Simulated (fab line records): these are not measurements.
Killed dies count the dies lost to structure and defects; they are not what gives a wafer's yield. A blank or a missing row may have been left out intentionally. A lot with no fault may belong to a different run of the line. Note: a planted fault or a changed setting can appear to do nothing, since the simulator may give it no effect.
Which tool is to blame? | flow gf180mcu | 72 wafers from 24 lots sampled at 5 of the route's 602 steps

== WHAT THE GAUGES READ, wafer by wafer ==
GF_V3_THK_MEAS_01.
lot  | measured     | on            | V3_CVD_00_THK (nm)
L074 | day 21 02:38 | film metro-04 | 604 605 602
L075 | day 21 08:14 | film metro-04 | 608 601 594
L076 | day 21 21:35 | film metro-04 | 600 597 609
L077 | day 22 03:05 | film metro-03 | 601 601 600
L078 | day 22 23:24 | film metro-02 | 591 595 596
L079 | day 23 01:16 | film metro-03 | 599 601 595
L080 | day 23 10:38 | film metro-04 | 602 613 606
L081 | day 23 23:11 | film metro-04 | 602 601 597
L082 | day 24 20:54 | film metro-03 | 605 603 607
L083 | day 25 05:00 | film metro-04 | 605 613 605
L084 | day 25 07:54 | film metro-02 | 610 607 612
L085 | day 25 21:22 | film metro-03 | 608 599 608
L086 | day 26 01:44 | film metro-02 | 600 603 605
L087 | day 26 07:40 | film metro-02 | 600 598 599
L089 | day 26 13:01 | film metro-04 | 600 605 601
L088 | day 26 18:56 | film metro-02 | 601 601 604
L090 | day 26 23:25 | film metro-02 | 601 597 603
L092 | day 27 12:21 | film metro-04 | 598 602 597
L091 | day 27 12:48 | film metro-04 | 601 593 598
L093 | day 28 03:14 | film metro-02 | 597 599 600
L094 | day 28 06:14 | film metro-03 | 598 602 599
L095 | day 28 08:45 | film metro-04 | 599 599 599
L096 | day 28 15:54 | film metro-03 | 602 603 598
L097 | day 28 22:15 | film metro-04 | 593 598 596

GF_V3_OVL_MEAS_15.
lot  | measured     | on         | V3_OVL (nm)
L074 | day 22 02:37 | overlay-02 | 3 5 8
L075 | day 22 08:18 | overlay-02 | 1 -1 -2
L076 | day 22 21:09 | overlay-02 | 8 7 9
L077 | day 23 03:20 | overlay-02 | 3 1 1
L078 | day 23 22:46 | overlay-01 | 4 0 7
L079 | day 24 01:05 | overlay-01 | 4 6 3
L080 | day 24 09:35 | overlay-01 | 14 13 16
L081 | day 24 21:46 | overlay-02 | 3 12 1
L082 | day 25 18:45 | overlay-02 | 9 11 3
L083 | day 26 03:05 | overlay-02 | 5 11 3
L084 | day 26 05:55 | overlay-02 | 2 7 6
L085 | day 26 18:48 | overlay-02 | -4 1 5
L086 | day 26 22:53 | overlay-02 | 8 0 10
L087 | day 27 05:02 | overlay-01 | 3 -1 3
L089 | day 27 10:36 | overlay-02 | -3 4 -1
L088 | day 27 15:36 | overlay-02 | -2 1 3
L090 | day 27 20:28 | overlay-01 | 5 5 4
L092 | day 28 08:18 | overlay-02 | 10 9 8
L091 | day 28 09:17 | overlay-02 | 8 10 2
L093 | day 28 23:32 | overlay-02 | 11 16 10
L094 | day 29 01:29 | overlay-01 | -3 7 3
L095 | day 29 04:12 | overlay-01 | 9 7 12
L096 | day 29 11:17 | overlay-02 | 8 4 4
L097 | day 29 17:53 | overlay-02 | 6 9 11

GF_V3_THK_MEAS_25: measures by xrf.
lot  | measured     | on            | V3_W_THK (nm)
L074 | day 22 03:41 | film metro-02 | 338 334 335
L075 | day 22 09:20 | film metro-02 | 333 334 335
L076 | day 22 22:16 | film metro-04 | 340 336 343
L077 | day 23 04:22 | film metro-02 | 346 345 343
L078 | day 23 23:48 | film metro-02 | 344 342 342
L079 | day 24 02:08 | film metro-03 | 330 328 329
L080 | day 24 10:37 | film metro-03 | 329 329 329
L081 | day 24 22:52 | film metro-02 | 343 343 346
L082 | day 25 19:47 | film metro-02 | 335 338 337
L083 | day 26 04:11 | film metro-04 | 335 337 336
L084 | day 26 06:57 | film metro-02 | 338 336 341
L085 | day 26 19:50 | film metro-02 | 335 343 339
L086 | day 26 23:57 | film metro-04 | 338 338 336
L087 | day 27 06:04 | film metro-02 | 340 337 341
L089 | day 27 11:41 | film metro-03 | 331 327 332
L088 | day 27 16:41 | film metro-04 | 334 336 335
L090 | day 27 21:34 | film metro-03 | 327 329 332
L092 | day 28 09:22 | film metro-02 | 336 338 335
L091 | day 28 10:20 | film metro-03 | 326 332 326
L093 | day 29 00:35 | film metro-03 | 332 334 336
L094 | day 29 02:35 | film metro-03 | 331 333 333
L095 | day 29 05:16 | film metro-02 | 341 339 337
L096 | day 29 12:20 | film metro-03 | 329 334 334
L097 | day 29 18:56 | film metro-02 | 344 342 340

GF_M4_THK_MEAS_06: measures by xrf.
lot  | measured     | on            | M4_ALCU_THK (nm)
L074 | day 22 04:23 | film metro-01 | 454 454 457
L075 | day 22 10:02 | film metro-03 | 440 441 445
L076 | day 22 22:58 | film metro-02 | 457 459 461
L077 | day 23 05:04 | film metro-02 | 455 456 454
L078 | day 24 00:32 | film metro-03 | 445 441 450
L079 | day 24 02:50 | film metro-01 | 463 471 470
L080 | day 24 11:19 | film metro-02 | 446 446 443
L081 | day 24 23:34 | film metro-03 | 455 462 456
L082 | day 25 20:29 | film metro-03 | 445 444 448
L083 | day 26 04:53 | film metro-01 | 448 445 452
L084 | day 26 07:39 | film metro-03 | 452 449 453
L085 | day 26 20:32 | film metro-03 | 440 442 443
L086 | day 27 00:39 | film metro-01 | 446 449 445
L087 | day 27 06:46 | film metro-03 | 439 441 440
L089 | day 27 12:23 | film metro-03 | 447 446 448
L088 | day 27 17:23 | film metro-03 | 444 439 441
L090 | day 27 22:16 | film metro-01 | 454 455 447
L092 | day 28 10:04 | film metro-01 | 453 450 455
L091 | day 28 11:02 | film metro-01 | 451 450 458
L093 | day 29 01:17 | film metro-02 | 454 448 450
L094 | day 29 03:17 | film metro-03 | 449 444 445
L095 | day 29 05:58 | film metro-02 | 445 450 445
L096 | day 29 13:02 | film metro-03 | 447 447 444
L097 | day 29 19:38 | film metro-01 | 454 448 447

== EACH LOT AND THE TOOL THAT RAN IT (in order: tool; ch and the chambers of the sampled wafers; start) ==
lot  | GF_V1_SPUTTER_22
L074 | pvd sputter-02, day 17 21:25
L075 | pvd sputter-01, day 18 04:23
L076 | pvd sputter-01, day 18 16:38
L077 | pvd sputter-01, day 18 22:30
L078 | pvd sputter-02, day 19 19:36
L079 | pvd sputter-03, day 19 20:43
L080 | pvd sputter-01, day 20 07:44
L081 | pvd sputter-01, day 20 21:12
L082 | pvd sputter-01, day 21 19:30
L083 | pvd sputter-03, day 22 04:44
L084 | pvd sputter-03, day 22 07:59
L085 | pvd sputter-02, day 22 21:50
L086 | pvd sputter-03, day 23 01:37
L087 | pvd sputter-03, day 23 08:41
L089 | pvd sputter-03, day 23 15:17
L088 | pvd sputter-03, day 23 22:17
L090 | pvd sputter-01, day 24 02:18
L092 | pvd sputter-02, day 24 15:33
L091 | pvd sputter-01, day 24 16:47
L093 | pvd sputter-01, day 25 09:10
L094 | pvd sputter-01, day 25 11:15
L095 | pvd sputter-02, day 25 12:51
L096 | pvd sputter-01, day 25 22:28
L097 | pvd sputter-02, day 26 05:57
- GF_V1_SPUTTER_22: material TiN, target thk 10 nm, time 40 s.

== AS READ BY THE TOOLS THEMSELVES (means over the sampled wafers that have a number; for cases with no such wafer, the mark the record gives instead) ==
GF_V1_SPUTTER_22.
lot  | tool           | chamber pressure pa (Pa) | throttle valve pct (%)
L074 | pvd sputter-02 | 5.017                    | 28.4
L075 | pvd sputter-01 | 5.003                    | 27.8
L076 | pvd sputter-01 | 5.003                    | 29.4
L077 | pvd sputter-01 | 5.001                    | 28.8
L078 | pvd sputter-02 | 5.005                    | 29.7
L079 | pvd sputter-03 | 4.996                    | 30.5
L080 | pvd sputter-01 | 5.007                    | 30.0
L081 | pvd sputter-01 | 4.994                    | 29.6
L082 | pvd sputter-01 | 4.997                    | 28.5
L083 | pvd sputter-03 | 4.999                    | 28.6
L084 | pvd sputter-03 | 4.990                    | 28.9
L085 | pvd sputter-02 | 4.992                    | 29.4
L086 | pvd sputter-03 | 4.999                    | 30.2
L087 | pvd sputter-03 | 5.008                    | 30.0
L089 | pvd sputter-03 | 4.998                    | 29.2
L088 | pvd sputter-03 | 5.008                    | 30.4
L090 | pvd sputter-01 | 4.998                    | 28.4
L092 | pvd sputter-02 | 4.996                    | 29.4
L091 | pvd sputter-01 | 5.005                    | 28.8
L093 | pvd sputter-01 | 4.999                    | 29.1
L094 | pvd sputter-01 | 4.990                    | 28.9
L095 | pvd sputter-02 | 4.999                    | 29.5
L096 | pvd sputter-01 | 5.002                    | 27.8
L097 | pvd sputter-02 | 5.004                    | 29.0

== THE ANSWER, worked out from the rows above alone ==
Rule: the lots themselves supply what counts as usual. Put in order of their means at a reading, lots are off if they are a third of the lots or fewer, leave a main group of 4 or more, and stand apart from it by a gap of 3 or more times the standard deviation of the main group's means; of several such gaps the widest counts. If all means in a main group match to the digits the tables above print for the reading, that group is not used. A lot without any number at a reading at which 4 lots or more have one is off too. The other lots that the step has rows for count as sound. Order of review: gauges by route order, followed by the tools' own readings, for which a lot's mean as printed above is used. The first step at which some lot is off is used, and at that step the reading that is off furthest; a lot without a number counts as furthest.
Across all readings shown, no lot is off: no conclusion can be drawn from this.

== WHAT THE SIMULATOR PUT IN ==
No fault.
